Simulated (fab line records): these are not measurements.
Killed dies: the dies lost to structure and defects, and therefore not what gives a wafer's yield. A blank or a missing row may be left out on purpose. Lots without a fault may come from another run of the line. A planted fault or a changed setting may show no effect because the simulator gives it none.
fab line records -- flow sfq_line
[record] lots = 7, wafers = 20, last_day = 94
route steps=325 shown L0@4 L0V@16 M0@28
lots that met no fault: from a run of the same line without faults
start_h: the number of hours between the record's first day and the start of the first shown wafer of the lot -- wait_h: time in hours since the lot's previous step -- " same as the row above -- L1.1+2: a single row standing in for several wafers -- - no value, or no start given -- * or withheld: withheld -- < > ~ a bound
route shown NAME@n: names a module that has steps shown in the file, with the first one's number in the route -- usual: the fault-free wafers' mean and standard deviation -- same: alike in all rows -- chamber/n: place in a boat -- sites: per-site readings -- _std_site: the values' standard deviation -- _edge_site: outer sites' mean less inner sites' -- radius_mm: how far each site lies from the wafer's centre -- mask NAME#n: copy n -- behind: the tool/chamber that last shaped the wafer -- hold: reason for holding the lot/hours on hold/outcome of the hold -- device: names the non-switching transistor (n, p or np) -- end of line: tests of these same wafers at the route's end -- where a step has no rows: the recipe by itself -- killed: count of dies lost to structure and defects at first sort (not the wafer's yield) -- map: a wafer's dies, marking killed ones x, the rest . and places with no die _
set.NAME: the setting the step ran with; set.NAME@STEP: the setting that earlier step ran with -- model.NAME: the simulator's own value behind a step, which no gauge read
lots seen at some steps along the route; tables by step, rows by wafer
services: from which hour (start_h, from the record's first day; less than 0 if before it) a tool's chamber was out of use, for how many hours, and why
[[steps]]
[step SFQ_L0_RS_MEAS_901]
[recipe] thk_meas_gauge = four-point-probe, reads = MoNx_KI_of_TRILAYER_L0_DEP_SPUTTER_003
[usual] L0_MONX_KI_RS = 43.3/0.41
lot.wafer,tool,chamber,start_h,wait_h,L0_MONX_KI_RS[ohm/sq]
L251.2,film_metro-02,-,27.58,0.1,43.5
L251.4,film_metro-02,-,27.58,0.1,43.0
L251.6,film_metro-02,-,27.58,0.1,43.3
L253.1,film_metro-01,-,37.56,0.0,43.3
L253.2,film_metro-01,-,37.56,0.0,43.3
L253.3,film_metro-01,-,37.56,0.0,43.3
L256.1,film_metro-02,-,52.56,0.0,43.4
L256.3,film_metro-02,-,52.56,0.0,43.3
L256.4,film_metro-02,-,52.56,0.0,43.1
L260.2,film_metro-02,-,72.58,0.1,43.6
L260.3,film_metro-02,-,72.58,0.1,43.7
L260.6,film_metro-02,-,72.58,0.1,43.5
L262.2,film_metro-03,-,82.58,0.1,42.8
L262.4,film_metro-03,-,82.58,0.1,42.9
L268.1,film_metro-02,-,112.56,0.0,42.8
L268.2,film_metro-02,-,112.56,0.0,42.6
L268.4,film_metro-02,-,112.56,0.0,42.6
L269.1,film_metro-02,-,117.56,0.0,43.9
L269.5,film_metro-02,-,117.56,0.0,43.8
L269.6,film_metro-02,-,117.56,0.0,44.2
[step SFQ_L0_THK_MEAS_902]
[recipe] thk_meas_gauge = xrf, reads = MoNx_KI_of_TRILAYER_L0_DEP_SPUTTER_003
[usual] L0_MONX_KI_THK = 40.3/0.48
lot.wafer,tool,chamber,start_h,wait_h,L0_MONX_KI_THK[nm]
L251.2,film_metro-02,-,27.69,0.1,40.0
L251.4,film_metro-02,-,27.69,0.1,40.5
L251.6,film_metro-02,-,27.69,0.1,40.3
L253.1,film_metro-01,-,37.68,0.1,40.6
L253.2,film_metro-01,-,37.68,0.1,40.5
L253.3,film_metro-01,-,37.68,0.1,40.6
L256.1,film_metro-02,-,52.68,0.1,40.2
L256.3,film_metro-02,-,52.68,0.1,40.0
L256.4,film_metro-02,-,52.68,0.1,40.3
L260.2,film_metro-02,-,72.69,0.1,40.0
L260.3,film_metro-02,-,72.69,0.1,39.6
L260.6,film_metro-02,-,72.69,0.1,40.1
L262.2,film_metro-03,-,82.69,0.1,41.3
L262.4,film_metro-03,-,82.69,0.1,41.4
L268.1,film_metro-02,-,112.68,0.1,40.8
L268.2,film_metro-02,-,112.68,0.1,40.9
L268.4,film_metro-02,-,112.68,0.1,40.8
L269.1,film_metro-02,-,117.68,0.1,39.6
L269.5,film_metro-02,-,117.68,0.1,39.5
L269.6,film_metro-02,-,117.68,0.1,39.4
[step SFQ_TRILAYER_L0_LITHO_COAT_010]
[recipe] resist = BARC, spin_rpm = 3000, resist_thk_nm = 62
[step SFQ_TRILAYER_L0_LITHO_COAT_005]
[recipe] resist = KrF, spin_rpm = 3000, resist_thk_nm = 600
[step SFQ_TRILAYER_L0_LITHO_SOFTBAKE_009]
[recipe] temp_c = withheld, time_s = withheld, resist = KrF
[step SFQ_TRILAYER_L0_LITHO_EXPOSE_006]
[recipe] mask_id = L0, na = 0.6, source_shape = conventional, sigma_outer = 0.65, target_cd_nm = 2000, dose_mj = 14.4
[step SFQ_TRILAYER_L0_LITHO_PEB_008]
[recipe] peb_temp_c = 115, peb_time_s = 60, resist = KrF
[step SFQ_TRILAYER_L0_LITHO_DEVELOP_007]
[recipe] time_s = 60, resist = KrF
[step SFQ_TRILAYER_L0_BARC_OPEN_METAL_ETCH_010]
[recipe] mask_material = PR, chemistry = O2, target_depth_nm = 125, target = BARC, icp_w = 600, bias_w = 80, pressure_mtorr = 10, time_s = 41.7
[usual] bias_w = 79.95/0.23, drypump_motor_current_A = 5.7/0.44, he_backside_leak_sccm = 3.42/0.19, oes_product_au = 0.685/0.0052, rf_fwd_power_W = 594/3.4
lot.wafer,tool,chamber,start_h,wait_h,bias_w,drypump_motor_current_A,he_backside_leak_sccm,oes_product_au,rf_fwd_power_W,rf_hours_counter_h
L251.2,rie_metal-03,1,98.20,0.1,79.74,5.8,3.35,0.687,587,-
L251.4,rie_metal-03,1,98.20,0.1,79.53,5.8,3.35,0.685,589,-
L251.6,rie_metal-03,1,98.20,0.1,79.93,5.8,3.29,0.686,588,-
L253.1,rie_metal-02,1,110.18,0.1,80.04,6.5,3.31,0.689,599,143
L253.2,rie_metal-02,1,110.18,0.1,80.03,6.5,3.26,0.689,598,-
L253.3,rie_metal-02,1,110.18,0.1,79.93,6.5,3.29,0.686,598,-
L256.1,rie_metal-02,1,126.98,0.1,79.70,6.4,3.18,0.680,597,146
L256.3,rie_metal-02,0,126.98,0.1,79.65,5.3,3.35,0.686,596,-
L256.4,rie_metal-02,1,126.98,0.1,79.83,6.4,3.35,0.686,598,-
L260.2,rie_metal-01,1,153.38,0.1,80.37,5.4,3.70,0.689,597,92
L260.3,rie_metal-01,0,153.38,0.1,80.05,5.4,3.57,0.690,595,-
L260.6,rie_metal-01,0,153.38,0.1,80.07,5.4,3.58,0.690,596,-
L262.2,rie_metal-03,0,162.98,0.1,80.20,5.5,3.22,0.690,595,4
L262.4,rie_metal-03,0,162.98,0.1,79.89,5.5,3.26,0.688,593,-
L268.1,rie_metal-03,0,209.06,0.1,79.86,5.5,3.23,0.681,595,11
L268.2,rie_metal-03,1,209.06,0.1,80.16,5.8,3.39,0.679,589,169
L268.4,rie_metal-03,0,209.06,0.1,79.81,5.5,3.19,0.680,597,-
L269.1,rie_metal-02,1,216.26,0.1,80.26,6.4,3.23,0.682,598,162
L269.5,rie_metal-02,1,216.26,0.1,79.87,6.4,3.16,0.683,597,-
L269.6,rie_metal-02,0,216.26,0.1,80.38,5.3,3.53,0.676,593,-
[step SFQ_TRILAYER_L0_ETCH_METAL_ETCH_008]
[recipe] target = MoNx_KI, stop_on = SiO2, mask_material = PR, chemistry = SF6/O2, target_depth_nm = 50, icp_w = 600, bias_w = 80, pressure_mtorr = 10, time_s = 25
[usual] bias_w = 80.00/0.25, drypump_motor_current_A = 5.7/0.43, he_backside_leak_sccm = 3.4/0.32, oes_product_au = 0.875/0.0064, rf_fwd_power_W = 593/4
lot.wafer,tool,chamber,start_h,wait_h,bias_w,drypump_motor_current_A,he_backside_leak_sccm,oes_product_au,rf_fwd_power_W,rf_hours_counter_h
L251.2,rie_metal-03,1,98.32,0.1,79.85,5.8,3.3,0.870,584,-
L251.4,rie_metal-03,1,98.32,0.1,79.69,5.8,3.3,0.886,586,-
L251.6,rie_metal-03,1,98.32,0.1,80.03,5.8,4.6,0.879,585,-
L253.1,rie_metal-02,1,110.30,0.1,79.93,6.4,3.2,0.876,597,143
L253.2,rie_metal-02,1,110.30,0.1,79.89,6.4,3.2,0.878,593,-
L253.3,rie_metal-02,1,110.30,0.1,79.89,6.4,3.2,0.872,596,-
L256.1,rie_metal-02,1,127.04,0.0,80.11,6.4,3.2,0.869,594,146
L256.3,rie_metal-02,0,127.04,0.0,79.71,5.3,3.8,0.866,594,-
L256.4,rie_metal-02,1,127.04,0.0,80.27,6.5,3.3,0.871,596,-
L260.2,rie_metal-01,1,153.44,0.0,79.94,5.4,3.8,0.869,594,92
L260.3,rie_metal-01,0,153.44,0.0,79.57,5.4,3.6,0.873,594,-
L260.6,rie_metal-01,0,153.44,0.0,79.61,5.4,3.7,0.867,597,-
L262.2,rie_metal-03,0,163.04,0.0,79.80,5.5,3.0,0.886,595,4
L262.4,rie_metal-03,0,163.04,0.0,80.13,5.5,3.1,0.880,594,-
L268.1,rie_metal-03,0,209.11,0.0,80.62,5.5,3.1,0.880,592,11
L268.2,rie_metal-03,1,209.11,0.0,79.97,5.8,3.3,0.882,585,169
L268.4,rie_metal-03,0,209.11,0.0,80.24,5.5,2.9,0.886,595,-
L269.1,rie_metal-02,1,216.31,0.0,80.30,6.5,3.3,0.874,597,162
L269.5,rie_metal-02,1,216.31,0.0,79.67,6.5,3.3,0.867,595,-
L269.6,rie_metal-02,0,216.31,0.0,80.01,5.3,3.5,0.865,593,-
[step SFQ_TRILAYER_L0_STRIP_STRIP_009]
[recipe] gas = O2, power_w = 200, platen_temp_c = 40, overash_fraction = 0.65, chemistry = O2, pressure_mtorr = 50
[step SFQ_TRILAYER_L0_STRIP_SOLV_CLEAN_010]
[recipe] chemistry = NMP, temp_c = 70, time_s = 600
[step SFQ_TRILAYER_L0_CAP_PECVD_011]
[recipe] material = SiO2, temp_c = 150, time_s = 13.333, pressure_torr = 2.4, rf_w = 183.3, precursor = SiH4/N2O, target_thk_nm = 60
[usual] heater_power_w = 91/11, rf_fwd_power_W = 179.7/0.93, throttle_valve_pct = 25.1/0.95
lot.wafer,tool,chamber,start_h,wait_h,heater_power_w,rf_fwd_power_W,since_wet_clean_h,throttle_valve_pct,model.SiO2_of_TRILAYER_L0_CAP_PECVD_011.thk_nm
L251.2,pecvd-04,2,99.77,0.0,87,179.1,645,24.3,58.63
L251.4,pecvd-04,2,99.77,0.0,87,179.0,-,24.8,59.7
L251.6,pecvd-04,0,99.77,0.0,94,179.2,-,24.1,61.07
L253.1,pecvd-03,0,111.77,0.0,102,178.6,273,25.5,59.58
L253.2,pecvd-03,1,111.77,0.0,90,180.5,273,23.7,60.38
L253.3,pecvd-03,2,111.77,0.0,77,182.0,273,24.5,58.23
L256.1,pecvd-03,0,127.86,0.0,93,179.7,289,25.5,59.24
L256.3,pecvd-03,1,127.86,0.0,80,179.5,289,23.6,59.59
L256.4,pecvd-03,0,127.86,0.0,92,179.9,-,25.5,63.91
L260.2,pecvd-03,0,154.26,0.0,99,179.5,316,25.5,60.29
L260.3,pecvd-03,2,154.26,0.0,77,180.2,316,24.2,59.21
L260.6,pecvd-03,1,154.26,0.0,81,179.8,-,23.6,63.83
L262.2,pecvd-03,2,163.86,0.0,78,179.9,325,24.9,59.17
L262.4,pecvd-03,0,163.86,0.0,101,177.9,-,25.5,64.57
L268.1,pecvd-04,2,209.95,0.0,77,178.6,755,25.1,59.27
L268.2,pecvd-04,0,209.95,0.0,90,180.6,755,23.9,60.93
L268.4,pecvd-04,2,209.95,0.0,77,179.7,-,24.8,60.71
L269.1,pecvd-04,0,217.14,0.0,99,180.4,762,24.1,60.38
L269.5,pecvd-04,2,217.14,0.0,83,178.3,-,25.0,60.95
L269.6,pecvd-04,0,217.14,0.0,98,180.6,-,24.1,61.08
[step SFQ_TRILAYER_L0_VIA_LITHO_COAT_018]
[recipe] resist = BARC, spin_rpm = 3000, resist_thk_nm = 62
[step SFQ_TRILAYER_L0_VIA_LITHO_COAT_013]
[recipe] resist = KrF, spin_rpm = 3000, resist_thk_nm = 650
[step SFQ_TRILAYER_L0_VIA_LITHO_SOFTBAKE_017]
[recipe] temp_c = withheld, time_s = withheld, resist = KrF
[step SFQ_TRILAYER_L0_VIA_LITHO_EXPOSE_014]
[recipe] mask_id = L0V, na = 0.6, source_shape = conventional, sigma_outer = 0.65, target_cd_nm = 700, dose_mj = 21.3
[step SFQ_TRILAYER_L0_VIA_LITHO_PEB_016]
[recipe] peb_temp_c = 115, peb_time_s = 60, resist = KrF
[step SFQ_TRILAYER_L0_VIA_LITHO_DEVELOP_015]
[recipe] time_s = 60, resist = KrF
[step SFQ_L0V_OVL_MEAS_903]
[usual] L0V_OVL = 1/5.3
lot.wafer,tool,chamber,start_h,wait_h,L0V_OVL[nm]
L251.2,overlay-01,-,186.99,0.1,-6
L251.4,overlay-01,-,186.99,0.1,-2
L251.6,overlay-01,-,186.99,0.1,-2
L253.1,overlay-02,-,206.66,0.1,-2
L253.2,overlay-02,-,206.66,0.1,-6
L253.3,overlay-02,-,206.66,0.1,2
L256.1,overlay-02,-,229.46,0.1,7
L256.3,overlay-02,-,229.46,0.1,1
L256.4,overlay-02,-,229.46,0.1,-1
L260.2,overlay-02,-,257.06,0.1,-2
L260.3,overlay-02,-,257.06,0.1,-11
L260.6,overlay-02,-,257.06,0.1,-8
L262.2,overlay-02,-,267.86,0.1,-3
L262.4,overlay-02,-,267.86,0.1,3
L268.1,overlay-02,-,318.38,0.1,-5
L268.2,overlay-02,-,318.38,0.1,-6
L268.4,overlay-02,-,318.38,0.1,-3
L269.1,overlay-01,-,325.58,0.1,11
L269.5,overlay-01,-,325.58,0.1,10
L269.6,overlay-01,-,325.58,0.1,8
[step SFQ_TRILAYER_L0_VIA_BARC_OPEN_VIA_ETCH_021]
[recipe] mask_material = PR, chemistry = O2, target_depth_nm = 125, target = BARC, source_w = 500, bias_w = 80, pressure_mtorr = 30, time_s = 41.7
[usual] bias_w = 80.02/0.26, drypump_motor_current_A = 5.4/0.44, oes_product_au = 0.685/0.0048, rf_fwd_power_W = 494.5/2
lot.wafer,tool,chamber,start_h,wait_h,bias_w,drypump_motor_current_A,oes_product_au,rf_fwd_power_W,rf_hours_counter_h
L251.2,rie_diel-01,1,187.02,0.0,79.93,5.3,0.694,495.4,100
L251.4,rie_diel-01,0,187.02,0.0,80.25,5.6,0.682,490.9,69
L251.6,rie_diel-01,3,187.02,0.0,79.77,5.6,0.679,494.0,-
L253.1,rie_diel-04,0,206.69,0.0,80.37,5.0,0.690,495.0,62
L253.2,rie_diel-04,3,206.69,0.0,79.96,5.5,0.680,496.1,11
L253.3,rie_diel-04,1,206.69,0.0,79.63,5.8,0.691,495.5,5
L256.1,rie_diel-02,3,229.49,0.0,80.22,4.9,0.683,493.8,3
L256.3,rie_diel-02,2,229.49,0.0,80.39,5.0,0.689,494.3,82
L256.4,rie_diel-02,0,229.49,0.0,79.74,5.6,0.688,494.1,89
L260.2,rie_diel-04,0,257.09,0.0,79.54,5.0,0.688,494.0,62
L260.3,rie_diel-04,3,257.09,0.0,79.65,5.5,0.684,497.7,12
L260.6,rie_diel-04,3,257.09,0.0,79.99,5.4,0.686,497.2,-
L262.2,rie_diel-04,0,267.89,0.0,79.92,5.0,0.686,492.4,62
L262.4,rie_diel-04,1,267.89,0.0,80.10,5.9,0.687,495.1,6
L268.1,rie_diel-04,1,318.42,0.0,80.15,5.9,0.688,495.0,6
L268.2,rie_diel-04,3,318.42,0.0,80.03,5.5,0.690,498.0,13
L268.4,rie_diel-04,0,318.42,0.0,79.72,5.0,0.690,493.3,63
L269.1,rie_diel-02,1,325.62,0.0,80.29,4.9,0.687,492.7,1
L269.5,rie_diel-02,0,325.62,0.0,79.81,5.6,0.693,495.5,-
L269.6,rie_diel-02,1,325.62,0.0,80.53,4.9,0.688,491.0,-
[step SFQ_TRILAYER_L0_VIA_ETCH_VIA_ETCH_016]
[recipe] target = SiO2, stop_on = MoNx_KI, mask_material = PR, chemistry = CHF3, target_depth_nm = 80, source_w = 500, bias_w = 80, pressure_mtorr = 30, time_s = withheld
[usual] bias_w = 80.01/0.23, drypump_motor_current_A = 5.4/0.44, oes_product_au = 0.843/0.008, rf_fwd_power_W = 495.5/1.8
lot.wafer,tool,chamber,start_h,wait_h,bias_w,drypump_motor_current_A,oes_product_au,rf_fwd_power_W,model.L0V.feature_depth_nm,model.etch.depth_nm
L251.2,rie_diel-01,1,187.06,0.0,79.97,5.3,0.831,497.1,58.63,58.63
L251.4,rie_diel-01,0,187.06,0.0,80.05,5.7,0.845,492.0,59.7,59.7
L251.6,rie_diel-01,3,187.06,0.0,80.00,5.6,0.852,492.7,61.07,61.07
L253.1,rie_diel-04,0,206.73,0.0,79.69,5.0,0.836,494.2,59.58,59.58
L253.2,rie_diel-04,3,206.73,0.0,80.45,5.5,0.838,495.2,60.38,60.38
L253.3,rie_diel-04,1,206.73,0.0,80.34,5.9,0.831,495.9,58.23,58.23
L256.1,rie_diel-02,3,229.53,0.0,80.14,4.9,0.834,496.8,59.24,59.24
L256.3,rie_diel-02,2,229.53,0.0,79.48,5.0,0.838,497.4,59.59,59.59
L256.4,rie_diel-02,0,229.53,0.0,79.79,5.6,0.873,496.0,63.91,63.91
L260.2,rie_diel-04,0,257.13,0.0,80.37,5.0,0.846,495.3,60.29,60.29
L260.3,rie_diel-04,3,257.13,0.0,80.20,5.5,0.839,497.8,59.21,59.21
L260.6,rie_diel-04,3,257.13,0.0,80.14,5.5,0.875,495.8,63.83,63.83
L262.2,rie_diel-04,0,267.93,0.0,79.94,5.0,0.843,494.7,59.17,59.17
L262.4,rie_diel-04,1,267.93,0.0,79.55,5.9,0.878,497.0,64.57,64.57
L268.1,rie_diel-04,1,318.46,0.0,79.80,5.9,0.833,495.3,59.27,59.27
L268.2,rie_diel-04,3,318.46,0.0,80.04,5.5,0.853,495.3,60.93,60.93
L268.4,rie_diel-04,0,318.46,0.0,79.74,5.0,0.847,495.6,60.71,60.71
L269.1,rie_diel-02,1,325.66,0.0,80.19,4.9,0.847,493.3,60.38,60.38
L269.5,rie_diel-02,0,325.66,0.0,80.16,5.6,0.854,496.1,60.95,60.95
L269.6,rie_diel-02,1,325.66,0.0,80.18,4.9,0.854,492.8,61.08,61.08
[step SFQ_TRILAYER_L0_VIA_STRIP_STRIP_017]
[recipe] gas = O2, power_w = 200, platen_temp_c = 40, overash_fraction = 0.65, chemistry = O2, pressure_mtorr = 50
[usual] drypump_motor_current_A = 5.4/0.39, he_backside_leak_sccm = 3.57/0.17, oes_product_au = 1.005/0.01
[same] overash_fraction = 0.65
lot.wafer,tool,chamber,start_h,wait_h,drypump_motor_current_A,he_backside_leak_sccm,oes_product_au,rf_hours_counter_h
L251.2,rie_metal-04,0,187.10,-,5.3,3.49,1.003,132
L251.4,rie_metal-04,1,187.10,-,5.2,4.12,0.998,-
L251.6,rie_metal-04,1,187.10,-,5.2,3.85,1.001,-
L253.1,rie_metal-04,0,206.78,-,5.3,3.30,0.993,136
L253.2,rie_metal-04,1,206.78,-,5.2,3.70,0.993,155
L253.3,rie_metal-04,1,206.78,-,5.1,3.66,1.004,-
L256.1,rie_metal-01,0,229.58,-,5.4,3.74,1.020,30
L256.3,rie_metal-01,1,229.58,-,5.4,3.70,1.033,-
L256.4,rie_metal-01,0,229.58,-,5.4,3.53,1.016,-
L260.2,rie_metal-04,1,257.18,-,5.1,3.75,0.999,162
L260.3,rie_metal-04,0,257.18,-,5.3,3.44,0.991,-
L260.6,rie_metal-04,1,257.18,-,5.2,3.57,1.005,-
L262.2,rie_metal-02,1,267.98,-,6.4,3.41,0.998,169
L262.4,rie_metal-02,1,267.98,-,6.4,3.45,1.000,-
L268.1,rie_metal-01,1,318.50,-,5.4,3.67,1.023,116
L268.2,rie_metal-01,0,318.50,-,5.3,3.65,1.005,42
L268.4,rie_metal-01,0,318.50,-,5.4,3.74,0.999,-
L269.1,rie_metal-04,0,325.70,-,5.3,3.81,1.002,152
L269.5,rie_metal-04,0,325.70,-,5.3,3.57,0.999,-
L269.6,rie_metal-04,1,325.70,-,5.2,3.70,1.012,-
[step SFQ_TRILAYER_L0_VIA_STRIP_SOLV_CLEAN_018]
[recipe] chemistry = NMP, temp_c = 70, time_s = 600
[step SFQ_TRILAYER_M0_DEP_PRE_CLEAN_020]
[recipe] gas = Ar, time_s = 15, bias_v = 250
lot.wafer,tool,chamber,start_h,wait_h,model.SiO2_of_TRILAYER_L0_CAP_PECVD_011.thk_nm
L251.2,pvd_sputter-03,-,187.88,0.0,53.63
L251.4,pvd_sputter-03,-,187.88,0.0,54.7
L251.6,pvd_sputter-03,-,187.88,0.0,56.07
L253.1,pvd_sputter-06,-,207.55,0.0,54.58
L253.2,pvd_sputter-06,-,207.55,0.0,55.38
L253.3,pvd_sputter-06,-,207.55,0.0,53.23
L256.1,pvd_sputter-06,-,230.35,0.0,54.24
L256.3,pvd_sputter-06,-,230.35,0.0,54.59
L256.4,pvd_sputter-06,-,230.35,0.0,58.91
L260.2,pvd_sputter-06,-,257.95,0.0,55.29
L260.3,pvd_sputter-06,-,257.95,0.0,54.21
L260.6,pvd_sputter-06,-,257.95,0.0,58.83
L262.2,pvd_sputter-04,-,268.75,0.0,54.17
L262.4,pvd_sputter-04,-,268.75,0.0,59.57
L268.1,pvd_sputter-04,-,319.28,0.0,54.27
L268.2,pvd_sputter-04,-,319.28,0.0,55.93
L268.4,pvd_sputter-04,-,319.28,0.0,55.71
L269.1,pvd_sputter-04,-,326.48,0.0,55.38
L269.5,pvd_sputter-04,-,326.48,0.0,55.95
L269.6,pvd_sputter-04,-,326.48,0.0,56.08
[step SFQ_TRILAYER_M0_DEP_SPUTTER_019]
[recipe] material = Nb, base_pressure_pa = 1.33e-06, chamber_pressure_pa = 0.1333, substrate_temp_c = 20, resputter_cathode_voltage_v = 400, target_thk_nm = 200, power_w = 2000, time_s = 133.3
[usual] throttle_valve_pct = 30.2/0.92
lot.wafer,tool,chamber,start_h,wait_h,throttle_valve_pct
L251.2,pvd_sputter-03,-,187.90,0.0,31.0
L251.4,pvd_sputter-03,-,187.90,0.0,29.8
L251.6,pvd_sputter-03,-,187.90,0.0,29.9
L253.1,pvd_sputter-06,-,207.58,0.0,33.1
L253.2,pvd_sputter-06,-,207.58,0.0,30.1
L253.3,pvd_sputter-06,-,207.58,0.0,30.6
L256.1,pvd_sputter-06,-,230.38,0.0,30.1
L256.3,pvd_sputter-06,-,230.38,0.0,30.2
L256.4,pvd_sputter-06,-,230.38,0.0,30.6
L260.2,pvd_sputter-06,-,257.98,0.0,30.1
L260.3,pvd_sputter-06,-,257.98,0.0,30.6
L260.6,pvd_sputter-06,-,257.98,0.0,32.7
L262.2,pvd_sputter-04,-,268.78,0.0,29.3
L262.4,pvd_sputter-04,-,268.78,0.0,29.5
L268.1,pvd_sputter-04,-,319.30,0.0,29.7
L268.2,pvd_sputter-04,-,319.30,0.0,29.4
L268.4,pvd_sputter-04,-,319.30,0.0,29.5
L269.1,pvd_sputter-04,-,326.50,0.0,29.1
L269.5,pvd_sputter-04,-,326.50,0.0,29.9
L269.6,pvd_sputter-04,-,326.50,0.0,30.4
[[services]]
tool,chamber,start_h,hours,kind
rie_metal-02,-,84.81,14.6,pm
pvd_sputter-06,-,87.58,5.3,repair
rie_metal-03,0,95.85,11.9,repair
rie_metal-03,-,112.99,4.0,pm
pecvd-04,-,132.23,3.6,repair
pecvd-03,-,138.21,6.0,pm
rie_metal-03,0,146.80,10.5,repair
rie_diel-04,-,154.59,2.8,pm
rie_metal-04,-,155.61,14.6,pm
pecvd-04,-,158.06,2.9,repair
rie_metal-01,0,158.90,4.6,repair
rie_diel-02,3,171.71,8.9,repair
pvd_sputter-06,-,171.91,7.9,repair
pvd_sputter-06,-,177.77,2.8,repair
pecvd-04,2,188.80,5.9,repair
pecvd-03,1,191.10,4.2,repair
rie_diel-04,2,198.74,12.2,repair
rie_metal-02,-,203.10,0.6,repair
pecvd-03,-,228.39,2.8,pm
rie_metal-02,-,245.08,0.7,repair
rie_diel-04,-,249.33,4.3,pm
rie_diel-04,-,292.58,14.6,pm
pecvd-03,-,321.34,0.3,repair
rie_metal-01,-,323.76,1.2,repair
[[key]]
[first_sign] step = SFQ_TRILAYER_L0_VIA_ETCH_VIA_ETCH_016, reading = oes_product_au, direction = up, sigmas = 4.1, usual = 0.843, struck = 0.875
effect none on later readings
[model_effect] step = SFQ_TRILAYER_L0_CAP_PECVD_011, value = SiO2_of_TRILAYER_L0_CAP_PECVD_011.thk_nm, without = 60.56, struck = 64.1
[model_effect] step = SFQ_TRILAYER_L0_VIA_ETCH_VIA_ETCH_016, value = L0V.feature_depth_nm, without = 60.56, struck = 64.1
[model_effect] step = SFQ_TRILAYER_M0_DEP_PRE_CLEAN_020, value = SiO2_of_TRILAYER_L0_CAP_PECVD_011.thk_nm, without = 55.56, struck = 59.1
met_at SFQ_TRILAYER_L0_CAP_PECVD_011
struck_wafers L256.4,L260.6,L262.4
onset_between 111.77 127.86
[fault] kind = process_parameter_drift, tool = pecvd-03, chamber = -, onset_h = 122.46, steps = SFQ_TRILAYER_L0_CAP_PECVD_011, channel = time_s, offset = *, shape = step, end_h = 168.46, scope = struck_wafers_only, acts_in = *, stated = *
